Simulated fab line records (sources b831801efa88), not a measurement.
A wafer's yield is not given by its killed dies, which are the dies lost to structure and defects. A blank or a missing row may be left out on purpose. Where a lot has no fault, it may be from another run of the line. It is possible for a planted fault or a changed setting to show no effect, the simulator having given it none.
fab line records	flow sky130
record lots=10	wafers=30	last-day=50
route steps=708 shown METAL4@602 VIA4@657 METAL5@666 PAD_OPEN@708
lots untouched by any fault: they come from a run of this same line in which no faults occurred
start-h: hours from the record's first day to the start of the lot's first wafer shown	wait-h: hours elapsed since this lot's preceding step	" unchanged from the row above	L1.1+2: one row covering several wafers at once	- no value present, or no start provided	* or withheld: withheld	< > ~ a bound
route shown NAME@n: names a module that has steps shown in the file, with the first one's number in the route	usual: mean/standard deviation of fault-free wafers	same: alike in all rows	chamber/n: place in a boat	sites: the reading at each site	_std_site: the values' standard deviation	_edge_site: mean of outer sites minus mean of inner sites	radius-mm: how far each site lies from the wafer's centre	mask NAME#n: copy n	behind: the tool/chamber that last shaped the wafer	hold: why the lot went on hold/how many hours it stayed there/how the hold came to an end	device: which transistor (n, p or np) failed to switch	end of line: the tests these same wafers got at the end of their route	where a step has no rows: the recipe by itself	killed: count of dies lost to structure and defects at first sort (not the wafer's yield)	map: a wafer's dies, x killed, . not, _ none there
set.NAME: the setting the step ran with; set.NAME@STEP: the setting that earlier step ran with	model.NAME: the simulator's own value behind a step, which no gauge read
one table for each step of the route and one row for each wafer, over a sample of lots
services: when a tool's chamber went out of use (start-h, in hours from the record's first day, below 0 if earlier), for how many hours, and the reason
## steps
# step SKY_METAL4_SPUTTER_04
# recipe material=TiN	target-thk-nm=70	power-w=6500	time-s=58.3	chamber-pressure-pa=0.4
# usual chamber-pressure-pa=0.3999/0.00072	throttle-valve-pct=30.1/1
lot.wafer	tool	chamber	start-h	wait-h	chamber-pressure-pa	throttle-valve-pct
L934.1	pvd-sputter-01	-	923.53	0.0	0.3985	30.2
L934.2	"	-	"	"	0.3979	29.6
L934.5	"	-	"	"	0.3998	31.5
L935.1	pvd-sputter-02	-	940.82	0.0	0.3999	29.9
L935.2	"	-	"	"	0.3993	31.5
L935.3	"	-	"	"	0.4002	29.9
L936.1	pvd-sputter-03	-	946.40	0.0	0.4007	31.1
L936.2	"	-	"	"	0.4009	29.9
L936.4	"	-	"	"	0.4002	31.1
L939.2	pvd-sputter-02	-	959.23	0.0	0.3990	29.9
L939.4	"	-	"	"	0.4006	31.6
L939.5	"	-	"	"	0.4000	29.4
L943.3	pvd-sputter-01	-	1003.86	0.0	0.3995	31.2
L943.4	"	-	"	"	0.4011	28.2
L943.6	"	-	"	"	0.3997	31.2
L944.3	pvd-sputter-03	-	1015.61	0.0	0.3997	28.4
L944.4	"	-	"	"	0.3992	30.0
L944.6	"	-	"	"	0.3992	28.4
L947.1	pvd-sputter-02	-	1026.25	0.0	0.4008	30.1
L947.2	"	-	"	"	0.3998	29.8
L947.6	"	-	"	"	0.3999	29.9
L953.2	pvd-sputter-02	-	1054.33	0.0	0.4003	30.1
L953.3	"	-	"	"	0.3989	29.9
L953.6	"	-	"	"	0.3996	29.5
L955.2	pvd-sputter-01	-	1064.71	0.0	0.4007	30.3
L955.3	"	-	"	"	0.4004	29.6
L955.6	"	-	"	"	0.3994	30.6
L957.2	pvd-sputter-01	-	1088.93	0.0	0.3984	31.4
L957.3	"	-	"	"	0.3999	29.5
L957.5	"	-	"	"	0.3998	28.6
# step SKY_METAL4_DESCUM_15
# recipe chemistry=O2	source-power-w=150	bias-power-w=0	pressure-mtorr=10	temp-c=40	time-s=8
# usual drypump-motor-current-A=5.8/0.31	oes-product-au=0.998/0.012	rf-fwd-power-W=147.1/0.69
# same bias-power-w=0
lot.wafer	tool	chamber	start-h	wait-h	drypump-motor-current-A	oes-product-au	rf-fwd-power-W	rf-hours-counter-h
L934.1	rie-metal-02	0	972.41	0.0	6.0	1.005	146.7	8
L934.2	"	1	"	"	6.1	1.004	147.1	3
L934.5	"	1	"	"	6.1	1.003	147.1	-
L935.1	rie-metal-01	1	988.16	0.0	5.3	0.996	147.6	0
L935.2	"	0	"	"	5.8	0.997	147.4	3
L935.3	"	0	"	"	5.8	0.991	147.4	-
L936.1	rie-metal-01	0	994.59	0.0	5.8	0.993	148.5	4
L936.2	"	1	"	"	5.3	0.990	146.5	0
L936.4	"	1	"	"	5.3	0.998	147.0	-
L939.2	rie-metal-01	0	1005.64	0.0	5.8	0.989	148.3	4
L939.4	"	0	"	"	5.8	0.997	147.8	-
L939.5	"	0	"	"	5.8	0.993	148.2	-
L943.3	rie-metal-03	1	1049.58	0.0	5.9	0.984	146.4	-
L943.4	"	1	"	"	5.9	0.986	146.7	-
L943.6	"	1	"	"	5.9	0.992	146.4	-
L944.3	rie-metal-01	0	1059.80	0.0	5.8	1.001	147.7	-
L944.4	"	1	"	"	5.3	0.986	146.4	-
L944.6	"	0	"	"	5.8	0.993	147.6	-
L947.1	rie-metal-01	1	1071.61	0.0	5.3	0.992	145.8	5
L947.2	"	0	"	"	5.8	0.986	147.9	8
L947.6	"	0	"	"	5.8	0.991	147.1	-
L953.2	rie-metal-01	1	1097.67	0.0	5.3	1.003	147.9	7
L953.3	"	0	"	"	5.8	0.987	147.5	-
L953.6	"	1	"	"	5.3	1.001	146.9	-
L955.2	rie-metal-03	1	1106.22	0.0	6.0	0.984	146.5	23
L955.3	"	0	"	"	5.9	1.002	148.0	-
L955.6	"	1	"	"	6.0	0.985	146.2	-
L957.2	rie-metal-01	1	1128.74	0.0	5.3	0.990	146.5	9
L957.3	"	1	"	"	5.3	0.994	147.2	-
L957.5	"	0	"	"	5.8	0.991	148.0	-
# step SKY_VIA4_CVD_18
# recipe material=W	target-thk-nm=505	time-s=152.14	temp-c=400	pressure-torr=40
# usual heater-power-w=839/37
lot.wafer	tool	chamber	start-h	wait-h	heater-power-w
L934.1	cvd-w-01	0	997.96	0.0	808
L934.2	"	1	"	"	904
L934.5	"	0	"	"	813
L935.1	cvd-w-02	1	1012.67	0.0	837
L935.2	"	0	"	"	803
L935.3	"	1	"	"	855
L936.1	cvd-w-02	0	1019.65	0.0	817
L936.2	"	1	"	"	836
L936.4	"	1	"	"	842
L939.2	cvd-w-01	0	1030.81	0.0	813
L939.4	"	0	"	"	793
L939.5	"	0	"	"	824
L943.3	cvd-w-02	0	1074.26	0.1	823
L943.4	"	1	"	"	836
L943.6	"	1	"	"	828
L944.3	cvd-w-02	0	1082.94	0.1	788
L944.4	"	1	"	"	828
L944.6	"	0	"	"	826
L947.1	cvd-w-01	0	1094.66	0.0	809
L947.2	"	1	"	"	906
L947.6	"	0	"	"	812
L953.2	cvd-w-01	1	1119.74	0.0	912
L953.3	"	1	"	"	916
L953.6	"	1	"	"	900
L955.2	cvd-w-01	1	1128.63	0.0	914
L955.3	"	1	"	"	895
L955.6	"	0	"	"	804
L957.2	cvd-w-01	1	1150.47	0.0	894
L957.3	"	1	"	"	915
L957.5	"	1	"	"	906
# step SKY_VIA4_RS_MEAS_19
# recipe thk-meas-gauge=four-point-probe	reads=W_of_VIA4_CVD_18+TiN_of_VIA4_SPUTTER_17
# usual VIA4_W_RS=0.227/0.0037
lot.wafer	tool	chamber	start-h	wait-h	VIA4_W_RS[ohm/sq]
L934.1	film-metro-03	-	998.11	0.1	0.232
L934.2	"	-	"	"	0.225
L934.5	"	-	"	"	0.229
L935.1	film-metro-03	-	1012.82	0.1	0.221
L935.2	"	-	"	"	0.229
L935.3	"	-	"	"	0.220
L936.1	film-metro-03	-	1019.80	0.1	0.233
L936.2	"	-	"	"	0.222
L936.4	"	-	"	"	0.220
L939.2	film-metro-03	-	1030.98	0.1	0.227
L939.4	"	-	"	"	0.227
L939.5	"	-	"	"	0.227
L943.3	film-metro-04	-	1074.40	0.1	0.226
L943.4	"	-	"	"	0.142
L943.6	"	-	"	"	0.221
L944.3	film-metro-03	-	1083.08	0.1	0.227
L944.4	"	-	"	"	0.143
L944.6	"	-	"	"	0.227
L947.1	film-metro-04	-	1094.86	0.1	0.228
L947.2	"	-	"	"	0.228
L947.6	"	-	"	"	0.230
L953.2	film-metro-03	-	1119.91	0.1	0.226
L953.3	"	-	"	"	0.227
L953.6	"	-	"	"	0.229
L955.2	film-metro-04	-	1128.80	0.1	0.229
L955.3	"	-	"	"	0.229
L955.6	"	-	"	"	0.229
L957.2	film-metro-02	-	1150.64	0.1	0.230
L957.3	"	-	"	"	0.226
L957.5	"	-	"	"	0.227
# step SKY_VIA4_THK_MEAS_20
# recipe thk-meas-gauge=xrf	reads=W_of_VIA4_CVD_18
# usual VIA4_W_THK=495/8.7
lot.wafer	tool	chamber	start-h	wait-h	VIA4_W_THK[nm]
L934.1	film-metro-03	-	998.23	0.1	483
L934.2	"	-	"	"	494
L934.5	"	-	"	"	490
L935.1	film-metro-03	-	1012.94	0.1	507
L935.2	"	-	"	"	491
L935.3	"	-	"	"	506
L936.1	film-metro-03	-	1019.92	0.1	481
L936.2	"	-	"	"	505
L936.4	"	-	"	"	511
L939.2	film-metro-03	-	1031.09	0.1	492
L939.4	"	-	"	"	492
L939.5	"	-	"	"	493
L943.3	film-metro-04	-	1074.50	0.1	503
L943.4	"	-	"	"	809
L943.6	"	-	"	"	517
L944.3	film-metro-03	-	1083.18	0.1	485
L944.4	"	-	"	"	769
L944.6	"	-	"	"	490
L947.1	film-metro-04	-	1094.98	0.1	504
L947.2	"	-	"	"	501
L947.6	"	-	"	"	497
L953.2	film-metro-03	-	1120.02	0.1	491
L953.3	"	-	"	"	492
L953.6	"	-	"	"	485
L955.2	film-metro-04	-	1128.91	0.1	498
L955.3	"	-	"	"	498
L955.6	"	-	"	"	495
L957.2	film-metro-02	-	1150.75	0.1	488
L957.3	"	-	"	"	497
L957.5	"	-	"	"	496
# step SKY_VIA4_CMP_21
# recipe stop-on=SiO2	t-overpolish-s=25	down-force-psi=3.5	platen-rpm=60	target-thk-nm=0	pad-velocity-m-s=0.94248
# usual motor-current-A=11.2/0.93	time-to-endpoint-s=122/4.6
lot.wafer	tool	chamber	start-h	wait-h	motor-current-A	time-to-endpoint-s
L934.1	cmp-02	1	998.34	0.1	12.5	117
L934.2	"	3	"	"	11.2	124
L934.5	"	0	"	"	10.9	118
L935.1	cmp-01	3	1013.05	0.1	10.0	123
L935.3	"	0	"	"	12.5	129
L935.2	"	1	"	"	9.6	122
L936.1	cmp-01	2	1019.98	0.1	10.2	117
L936.2	"	0	"	"	12.2	122
L936.4	"	1	"	"	9.8	124
L939.4	cmp-01	1	1031.21	0.1	10.2	124
L939.2	"	2	"	"	10.1	122
L939.5	"	2	"	"	10.0	119
L943.3	cmp-02	2	1074.54	0.0	11.9	126
L943.4	"	3	"	"	11.1	201
L943.6	"	3	"	"	11.6	131
L944.3	cmp-01	1	1083.27	0.1	9.7	124
L944.4	"	2	"	"	10.8	192
L944.6	"	1	"	"	9.7	123
L947.1	cmp-01	2	1095.09	0.1	10.1	120
L947.2	"	3	"	"	10.2	120
L947.6	"	2	"	"	10.4	117
L953.3	cmp-02	0	1120.07	0.0	10.3	122
L953.2	"	2	"	"	12.4	126
L953.6	"	0	"	"	11.0	121
L955.3	cmp-01	1	1128.99	0.1	10.1	121
L955.2	"	3	"	"	10.1	112
L955.6	"	2	"	"	10.4	119
L957.3	cmp-02	1	1150.80	0.0	12.6	128
L957.2	"	0	"	"	11.2	129
L957.5	"	2	"	"	12.1	131
# step SKY_METAL5_RS_MEAS_05
# recipe thk-meas-gauge=four-point-probe	reads=TiN_of_METAL5_SPUTTER_04+Ti_of_METAL5_SPUTTER_03+AlCu_of_METAL5_SPUTTER_02+TiN_of_METAL5_SPUTTER_01+Ti_of_METAL5_SPUTTER_00
# usual METAL5_ALCU_RS=0.0269/0.00035
lot.wafer	tool	chamber	start-h	wait-h	METAL5_ALCU_RS[ohm/sq]
L934.1	film-metro-04	-	998.75	0.0	0.0273
L934.2	"	-	"	"	0.0269
L934.5	"	-	"	"	0.0270
L935.1	film-metro-04	-	1013.47	0.0	0.0270
L935.2	"	-	"	"	0.0272
L935.3	"	-	"	"	0.0268
L936.1	film-metro-03	-	1020.61	0.2	0.0272
L936.2	"	-	"	"	0.0274
L936.4	"	-	"	"	0.0279
L939.2	film-metro-03	-	1031.69	0.0	0.0271
L939.4	"	-	"	"	0.0269
L939.5	"	-	"	"	0.0270
L943.3	film-metro-01	-	1075.05	0.1	0.0266
L943.4	"	-	"	"	0.0267
L943.6	"	-	"	"	0.0266
L944.3	film-metro-03	-	1083.73	0.1	0.0269
L944.4	"	-	"	"	0.0274
L944.6	"	-	"	"	0.0275
L947.1	film-metro-01	-	1095.51	0.0	0.0263
L947.2	"	-	"	"	0.0269
L947.6	"	-	"	"	0.0268
L953.2	film-metro-04	-	1120.56	0.0	0.0274
L953.3	"	-	"	"	0.0278
L953.6	"	-	"	"	0.0269
L955.2	film-metro-04	-	1129.48	0.0	0.0266
L955.3	"	-	"	"	0.0263
L955.6	"	-	"	"	0.0261
L957.2	film-metro-03	-	1151.29	0.0	0.0269
L957.3	"	-	"	"	0.0265
L957.5	"	-	"	"	0.0266
# step SKY_PAD_OPEN_PROBE_99
# usual defect-limited-yield=82.5/1.9	killed_at_M0_to_M3=43/6.8	killed_at_M4_up=3.2/1.8	killed-at-contacts=24/6.2	killed-at-front-end=15/4.7	killed-at-other=0.4/0.63	killed-dies=86/9.6	killed-on-rim=17/3.9	killed-open=47/6.9	killed-short=39/6.3	sort_bin_3_pad_short=0.9/0.46	sort_bin_5_function=10.5/1.5	sort_bin_6_memory=6.1/1.1	sort-n-pass=406/9.6	sort-yield-pct=82.5/1.9
# same gross-dies=492	killed-at-back-side=0	sort_bin_4_leakage[%]=0	sort_bin_8_speed[%]=0
lot.wafer	tool	chamber	start-h	wait-h	defect-limited-yield[%]	killed_at_M0_to_M3	killed_at_M4_up	killed-at-contacts	killed-at-front-end	killed-at-other	killed-dies	killed-on-rim	killed-open	killed-short	sort_bin_3_pad_short[%]	sort_bin_5_function[%]	sort_bin_6_memory[%]	sort-n-pass	sort-yield-pct[%]
L934.1	prober-01	-	1069.62	0.1	82.9	42	1	17	22	2	84	12	41	43	1.0	12.2	3.9	408	82.9
L934.2	prober-01	-	1069.67	0.1	84.3	41	3	21	12	0	77	13	42	35	1.0	11.0	3.7	415	84.3
L934.5	prober-01	-	1069.82	0.2	82.9	42	3	19	20	0	84	22	47	37	0	10.8	6.3	408	82.9
L935.1	prober-02	-	1080.48	0.1	82.5	41	2	27	16	0	86	22	51	34	1.0	10.4	6.1	406	82.5
L935.2	prober-02	-	1080.53	0.1	79.9	51	4	22	22	0	99	24	58	41	0.8	14.0	5.3	393	79.9
L935.3	prober-02	-	1080.58	0.2	82.7	39	1	27	18	0	85	15	50	34	0.8	11.2	5.3	407	82.7
L943.3	prober-02	-	1139.52	0.2	82.1	38	2	26	22	0	88	16	50	38	0.6	11.4	5.9	404	82.1
L943.4	prober-02	-	1139.57	0.2	77.6	45	2	37	26	0	110	23	54	56	1.4	13.2	7.7	382	77.6
L943.6	prober-02	-	1139.67	0.2	81.5	45	8	21	16	1	91	16	44	47	0.6	12.0	5.9	401	81.5
L944.3	prober-01	-	1146.24	0.2	80.5	56	5	23	12	0	96	19	54	42	0.6	12.8	6.1	396	80.5
L944.4	prober-01	-	1146.29	0.2	80.9	50	3	26	15	0	94	24	56	38	0.6	11.4	7.1	398	80.9
L944.6	prober-01	-	1146.39	0.2	83.3	42	4	22	13	1	82	16	39	43	0.8	8.7	7.1	410	83.3
L947.1	prober-02	-	1156.86	0.1	81.1	51	3	22	17	0	93	20	49	44	1.0	12.4	5.5	399	81.1
L947.2	prober-02	-	1156.91	0.1	84.1	47	4	21	6	0	78	14	46	32	1.6	7.5	6.7	414	84.1
L947.6	prober-02	-	1157.11	0.2	84.1	34	5	17	21	1	78	13	44	34	1.0	10.0	4.9	414	84.1
L953.2	prober-02	-	1178.13	0.1	81.1	46	4	30	13	0	93	18	56	37	0.2	12.6	6.1	399	81.1
L953.3	prober-02	-	1178.18	0.2	79.1	54	2	20	26	1	103	17	60	43	0.8	12.4	7.7	389	79.1
L953.6	prober-02	-	1178.33	0.2	83.1	42	2	19	20	0	83	18	48	35	0.4	10.4	6.1	409	83.1
L955.2	prober-02	-	1185.06	0.1	81.5	43	3	29	15	1	91	23	40	51	1.2	10.8	6.5	401	81.5
L955.3	prober-02	-	1185.11	0.2	79.1	60	5	28	10	0	103	17	64	39	1.0	12.2	7.7	389	79.1
L955.6	prober-02	-	1185.26	0.2	83.3	42	5	24	11	0	82	18	42	40	0.2	10.8	5.7	410	83.3
# killed by level:class
L934.1 VIA1:geometric-particle:open=11 METAL1:geometric-particle:short=9 FIELD_ISO:geometric-particle:short=7 LI_CONTACT:geometric-particle:open=6 VIA2:geometric-particle:open=6 CONTACT:geometric-particle:open=5 POLY_GATE:geometric-particle:open=4 VIA1:geometric-particle:short=4
L934.2 VIA2:geometric-particle:open=10 VIA3:geometric-particle:open=8 CONTACT:geometric-particle:short=7 LI_CONTACT:geometric-particle:open=6 CONTACT:geometric-particle:open=6 METAL1:geometric-particle:short=6 FIELD_ISO:geometric-particle:short=4 VIA1:geometric-particle:short=4
L934.5 VIA3:geometric-particle:open=10 VIA1:geometric-particle:open=8 FIELD_ISO:geometric-particle:short=7 CONTACT:geometric-particle:open=7 VIA2:geometric-particle:open=7 POLY_GATE:geometric-particle:open=6 LI_CONTACT:geometric-particle:short=5 POLY_GATE:geometric-particle:short=4
L935.1 LI_CONTACT:geometric-particle:open=11 CONTACT:geometric-particle:open=10 METAL1:geometric-particle:short=8 VIA1:geometric-particle:open=8 VIA2:geometric-particle:open=8 FIELD_ISO:geometric-particle:open=4 FIELD_ISO:geometric-particle:short=4 VIA1:geometric-particle:short=4
L935.2 VIA1:geometric-particle:open=17 LI_CONTACT:geometric-particle:open=11 VIA1:geometric-particle:short=9 METAL2:geometric-particle:short=7 FIELD_ISO:geometric-particle:short=6 CONTACT:geometric-particle:open=6 VIA2:geometric-particle:open=6 POLY_GATE:geometric-particle:open=5
L935.3 CONTACT:geometric-particle:open=14 VIA1:geometric-particle:open=11 POLY_GATE:geometric-particle:open=5 LI_CONTACT:geometric-particle:open=5 VIA1:geometric-particle:short=5 VIA2:geometric-particle:open=5 METAL2:geometric-particle:short=5 FIELD_ISO:geometric-particle:short=4
L943.3 VIA3:geometric-particle:open=11 CONTACT:geometric-particle:open=10 FIELD_ISO:geometric-particle:open=7 POLY_GATE:geometric-particle:open=7 METAL1:geometric-particle:short=6 VIA1:geometric-particle:open=5 METAL2:geometric-particle:short=5 LI_CONTACT:geometric-particle:open=4
L943.4 CONTACT:geometric-particle:open=10 FIELD_ISO:geometric-particle:short=9 VIA1:geometric-particle:open=9 CONTACT:geometric-particle:short=8 FIELD_ISO:geometric-particle:open=7 LI_CONTACT:geometric-particle:open=7 METAL2:geometric-particle:short=6 LOCAL_INTERCONNECT:geometric-particle:short=6
L943.6 VIA3:geometric-particle:open=12 CONTACT:geometric-particle:short=7 METAL2:geometric-particle:short=7 VIA1:geometric-particle:open=6 CONTACT:geometric-particle:open=5 VIA1:geometric-particle:short=4 POLY_GATE:geometric-particle:open=4 POLY_GATE:geometric-particle:short=4
L944.3 VIA1:geometric-particle:open=13 CONTACT:geometric-particle:open=10 METAL3:geometric-particle:short=8 VIA3:geometric-particle:open=8 CONTACT:geometric-particle:short=5 VIA2:geometric-particle:open=5 VIA2:geometric-particle:short=5 LI_CONTACT:geometric-particle:open=4
L944.4 METAL2:geometric-particle:short=12 VIA1:geometric-particle:open=11 LI_CONTACT:geometric-particle:open=7 CONTACT:geometric-particle:open=7 FIELD_ISO:geometric-particle:open=6 CONTACT:geometric-particle:short=6 VIA3:geometric-particle:open=6 VIA2:geometric-particle:open=5
L944.6 VIA1:geometric-particle:open=11 CONTACT:geometric-particle:open=7 LI_CONTACT:geometric-particle:open=6 VIA3:geometric-particle:open=5 VIA1:geometric-particle:short=5 METAL1:geometric-particle:short=5 VIA2:geometric-particle:open=5 LI_CONTACT:geometric-particle:short=4
L947.1 VIA1:geometric-particle:open=13 METAL2:geometric-particle:short=8 CONTACT:geometric-particle:open=8 LI_CONTACT:geometric-particle:open=7 VIA1:geometric-particle:short=7 POLY_GATE:geometric-particle:short=6 VIA3:geometric-particle:open=6 VIA2:geometric-particle:open=4
L947.2 VIA1:geometric-particle:open=10 LI_CONTACT:geometric-particle:open=7 CONTACT:geometric-particle:open=7 METAL1:geometric-particle:short=7 VIA3:geometric-particle:open=7 VIA2:geometric-particle:open=6 METAL2:geometric-particle:short=5 CONTACT:geometric-particle:short=4
L947.6 VIA1:geometric-particle:open=7 CONTACT:geometric-particle:open=6 VIA3:geometric-particle:open=6 FIELD_ISO:geometric-particle:open=5 POLY_GATE:geometric-particle:open=5 METAL2:geometric-particle:short=5 FIELD_ISO:geometric-particle:short=4 POLY_GATE:geometric-particle:short=4
L953.2 VIA1:geometric-particle:open=12 CONTACT:geometric-particle:open=11 LI_CONTACT:geometric-particle:open=9 VIA2:geometric-particle:open=7 VIA1:geometric-particle:short=7 CONTACT:geometric-particle:short=5 METAL1:geometric-particle:short=4 VIA3:geometric-particle:open=4
L953.3 VIA1:geometric-particle:open=13 LI_CONTACT:geometric-particle:open=10 VIA2:geometric-particle:open=9 FIELD_ISO:geometric-particle:open=7 POLY_GATE:geometric-particle:short=7 POLY_GATE:geometric-particle:open=6 METAL1:geometric-particle:short=6 METAL3:geometric-particle:short=6
L953.6 FIELD_ISO:geometric-particle:open=8 VIA1:geometric-particle:open=8 VIA2:geometric-particle:open=8 LI_CONTACT:geometric-particle:open=7 CONTACT:geometric-particle:open=6 VIA1:geometric-particle:short=6 METAL1:geometric-particle:short=5 POLY_GATE:geometric-particle:short=4
L955.2 CONTACT:geometric-particle:open=12 CONTACT:geometric-particle:short=8 METAL1:geometric-particle:short=8 METAL2:geometric-particle:short=8 FIELD_ISO:geometric-particle:short=5 VIA2:geometric-particle:open=5 POLY_GATE:geometric-particle:open=5 VIA3:geometric-particle:open=5
L955.3 VIA1:geometric-particle:open=13 CONTACT:geometric-particle:open=11 VIA3:geometric-particle:open=11 LI_CONTACT:geometric-particle:open=9 VIA2:geometric-particle:open=9 METAL1:geometric-particle:short=7 VIA3:geometric-particle:short=6 METAL2:geometric-particle:short=4
L955.6 VIA1:geometric-particle:open=9 CONTACT:geometric-particle:open=7 METAL2:geometric-particle:short=7 VIA2:geometric-particle:open=7 LOCAL_INTERCONNECT:geometric-particle:short=6 CONTACT:geometric-particle:short=5 VIA3:geometric-particle:open=4 LI_CONTACT:geometric-particle:open=4
## services
tool	chamber	start-h	hours	kind
cmp-02	-	903.60	1.4	repair
cvd-w-01	-	904.12	14.0	pm
cmp-02	-	912.00	4.0	pm
cmp-02	-	932.93	0.9	repair
rie-metal-01	-	935.88	0.3	repair
cmp-01	-	939.52	1.2	repair
pvd-sputter-03	-	951.90	0.8	repair
cmp-01	-	957.95	0.5	repair
pvd-sputter-03	-	964.66	6.2	repair
cmp-02	-	970.11	0.4	repair
cmp-01	-	974.76	4.7	pm
cmp-01	-	982.68	4.8	repair
cvd-w-02	1	990.66	7.4	repair
cmp-02	-	1002.70	7.7	pm
rie-metal-03	1	1011.18	27.6	repair
pvd-sputter-02	-	1019.72	1.9	repair
cvd-w-01	-	1020.37	2.5	repair
cmp-01	-	1021.69	1.3	repair
cmp-01	-	1023.76	2.2	repair
rie-metal-03	0	1031.79	19.2	repair
cvd-w-01	0	1050.63	12.2	repair
pvd-sputter-02	-	1079.61	3.6	repair
cmp-01	-	1097.27	4.0	pm
cvd-w-02	-	1113.31	0.5	repair
## key
first-sign step=SKY_VIA4_RS_MEAS_19	reading=VIA4_W_RS	direction=down	sigmas=23	usual=0.227	struck=0.142
effect step=SKY_VIA4_THK_MEAS_20	reading=VIA4_W_THK	direction=up	sigmas=34	usual=495	struck=789
effect step=SKY_VIA4_CMP_21	reading=time-to-endpoint-s	direction=up	sigmas=16	usual=*	struck=*
met-at SKY_VIA4_CVD_18
struck-lots L943,L944
struck-wafers L943.4,L944.4
not-acting-at SKY_METAL4_SPUTTER_04,SKY_METAL4_DESCUM_15,SKY_METAL5_RS_MEAS_05
onset-between 1019.65 1074.26
fault kind=process-parameter-drift	tool=cvd-w-02	chamber=-	onset-h=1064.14	steps=SKY_VIA4_CVD_18	channel=target-thk-nm	offset=278.34	shape=step	end-h=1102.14	scope=struck-wafers-only	acts-in=these-recipes-only	stated=505
